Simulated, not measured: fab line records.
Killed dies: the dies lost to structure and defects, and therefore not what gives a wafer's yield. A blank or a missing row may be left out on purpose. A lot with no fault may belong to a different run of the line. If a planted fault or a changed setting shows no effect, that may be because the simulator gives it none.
Matching of chambers ; flow sky130 ; rie-diel-04 running SKY_VIA2_ETCH_15: 4 sister chambers
The step etches SiO2 in C4F8/O2/Ar, stops on TiN, target depth 546 nm, time 84 s. 4 wafers are shown with their chamber, then 8 later ones without.

## WAFERS, EACH WITH ITS CHAMBER
wafer;chamber;oes-product-au (a.u.)
L086.1;2;0.943
L086.2;0;0.944
L086.3;1;0.935
L086.4;3;0.947

## WAFERS WITHOUT THEIR CHAMBER
wafer;oes-product-au (a.u.)
L086.5;0.941
L086.6;0.943
L088.1;0.941
L088.5;0.938
L088.6;0.941
L089.1;0.939
L089.4;0.939
L089.5;0.943

## WHICH CHAMBER EACH WENT THROUGH
wafer;from the rows above;in truth
L086.5;can't be placed: 2 or 0 or 1 or 3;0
L086.6;can't be placed: 2 or 0 or 3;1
L088.1;can't be placed: 2 or 0 or 1 or 3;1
L088.5;can't be placed: 1 or 2 or 0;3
L088.6;can't be placed: 2 or 0 or 1 or 3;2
L089.1;can't be placed: 1 or 2 or 0 or 3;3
L089.4;can't be placed: 1 or 2 or 0 or 3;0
L089.5;can't be placed: 2 or 0 or 3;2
0 of 8 placed correctly. Cannot be placed on the basis of these rows: 8; the candidates contain the true chamber in 6. Wrongly placed: 0.
How it was worked out, from the rows above alone: a wafer's distance from a chamber is the root of the sum, over the readings, of the square of ((its reading less the chamber's mean) divided by the reading's scatter). If the next closest chamber is less than 2 further off than the closest, the wafer can't be placed; otherwise it belongs to the closest. For every chamber, the mean is computed from those of its wafers that are shown. The scatter (one wafer shown for each chamber): square how far every hidden wafer sits from the nearest shown wafer, average those squares and take the square root.
